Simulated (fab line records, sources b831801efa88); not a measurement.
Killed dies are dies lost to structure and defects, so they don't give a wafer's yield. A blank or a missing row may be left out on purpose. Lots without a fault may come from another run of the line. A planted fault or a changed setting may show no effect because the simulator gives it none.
Which tool did it? | flow sky130 | 14 lots, 42 wafers sampled, at 3 steps of a route of 708

WHAT THE GAUGES READ, wafer by wafer
SKY_VT_ADJUST_LVTN_TW_MEAS_10. Usual: VT_ADJUST_LVTN_TW 242.0, standard deviation 0.86.
lot  | measured     | on            | VT_ADJUST_LVTN_TW | flag
L718 | day 7 17:49  | film_metro-02 | 241.1 241.4 241.8 |
L720 | day 8 22:11  | film_metro-02 | 242.4 243.3 242.4 |
L721 | day 8 23:52  | film_metro-02 | 243.1 241.7 242.7 |
L723 | day 9 11:43  | film_metro-04 | 243.0 241.2 241.0 |
L726 | day 10 03:10 | film_metro-04 | 241.6 244.0 240.9 |
L729 | day 10 23:28 | film_metro-02 | 241.9 242.8 241.3 |
L731 | day 11 10:22 | film_metro-03 | 242.7 241.1 241.6 |
L730 | day 11 12:02 | film_metro-02 | 242.5 242.1 242.2 |
L732 | day 11 21:02 | film_metro-02 | 242.8 242.1 242.2 |
L733 | day 12 05:55 | film_metro-03 | 241.3 240.5 239.7 |
L734 | day 13 02:10 | film_metro-02 | 241.6 242.1 240.7 |
L735 | day 13 15:43 | film_metro-04 | 241.9 242.7 241.7 |
L736 | day 13 16:03 | film_metro-02 | 240.4 240.4 242.2 |
L737 | day 13 17:01 | film_metro-04 | 241.2 243.0 243.6 |

SKY_VT_ADJUST_NCORE_OVL_MEAS_08. Usual: VT_ADJUST_NCORE_OVL -1.1 nm, standard deviation 1.4.
lot  | measured     | on         | VT_ADJUST_NCORE_OVL (nm) | flag
L718 | day 9 10:38  | overlay-01 | -1.3 0.3 -0.6            |
L720 | day 10 18:13 | overlay-01 | -1.7 -1.1 -0.4           |
L721 | day 10 19:10 | overlay-02 | 0.3 -1.2 -1.0            |
L723 | day 11 09:26 | overlay-01 | -1.9 -0.8 -2.1           |
L726 | day 12 00:53 | overlay-01 | -0.9 -1.5 -2.0           |
L729 | day 12 23:45 | overlay-02 | -0.5 -0.2 0.2            |
L731 | day 13 10:28 | overlay-02 | -2.3 -0.7 -0.8           |
L730 | day 13 12:03 | overlay-02 | -1.2 0.7 -2.0            |
L732 | day 13 20:49 | overlay-01 | -0.2 0.3 -0.6            |
L733 | day 14 07:07 | overlay-01 | -4.3 -4.9 -3.5           |
L734 | day 15 04:42 | overlay-02 | -0.1 1.2 0.7             |
L735 | day 15 20:41 | overlay-01 | -2.4 -2.4 -2.9           |
L736 | day 15 21:56 | overlay-01 | -2.0 -1.5 -1.0           |
L737 | day 15 22:08 | overlay-01 | 0.2 -0.8 -1.1            |

SKY_SONOS_TUNNEL_CD_MEAS_07: target cd 410 nm. Usual: cd_nm 410.0 nm, standard deviation 1.9.
lot  | measured     | on        | cd_nm (nm)        | flag
L718 | day 12 08:25 | cd_sem-01 | 408.2 408.7 409.8 |
L720 | day 13 17:58 | cd_sem-01 | 408.1 407.5 408.6 |
L721 | day 13 18:25 | cd_sem-02 | 407.0 407.9 408.5 |
L723 | day 14 11:17 | cd_sem-02 | 410.9 409.8 408.2 |
L726 | day 15 05:01 | cd_sem-01 | 412.9 411.7 412.1 |
L729 | day 16 06:08 | cd_sem-01 | 412.4 412.5 411.6 |
L731 | day 16 18:20 | cd_sem-02 | 410.3 410.5 410.7 |
L730 | day 16 21:07 | cd_sem-01 | 411.8 409.7 410.5 |
L732 | day 17 07:06 | cd_sem-02 | 412.2 412.8 412.6 |
L733 | day 17 18:47 | cd_sem-02 | 410.1 410.2 410.1 |
L734 | day 18 19:24 | cd_sem-02 | 408.9 407.0 409.6 |
L735 | day 19 13:19 | cd_sem-01 | 410.9 412.0 410.4 |
L736 | day 19 14:40 | cd_sem-02 | 409.3 411.5 412.4 |
L737 | day 19 14:58 | cd_sem-01 | 408.2 404.5 406.6 |

WHICH TOOL RAN EACH LOT (tool, then ch and the chambers of the sampled wafers, then the start)
The record holds no process step before these readings.

WHAT THE TOOLS THEMSELVES READ (means of the sampled wafers that have a number; where no wafer has one, the mark that the record gives instead)
The record holds no such reading with a usual standard deviation.

THE ANSWER, worked out from the rows above alone
Rule: a lot is off if the mean of its wafers that have a number lies more than 3 standard deviations from the usual mean. A lot without any number at a reading at which 4 lots or more have one is off too. The other lots that the step has rows for count as sound. The gauges are gone through in route order, then the tools' own readings, and for those a lot's mean is taken as printed above. The first step at which some lot is off is used, and at that step the reading that is off furthest; a lot without a number counts as furthest.
No lot is off at any reading shown: from this, nothing can be told.

WHAT THE SIMULATOR HAD PUT IN
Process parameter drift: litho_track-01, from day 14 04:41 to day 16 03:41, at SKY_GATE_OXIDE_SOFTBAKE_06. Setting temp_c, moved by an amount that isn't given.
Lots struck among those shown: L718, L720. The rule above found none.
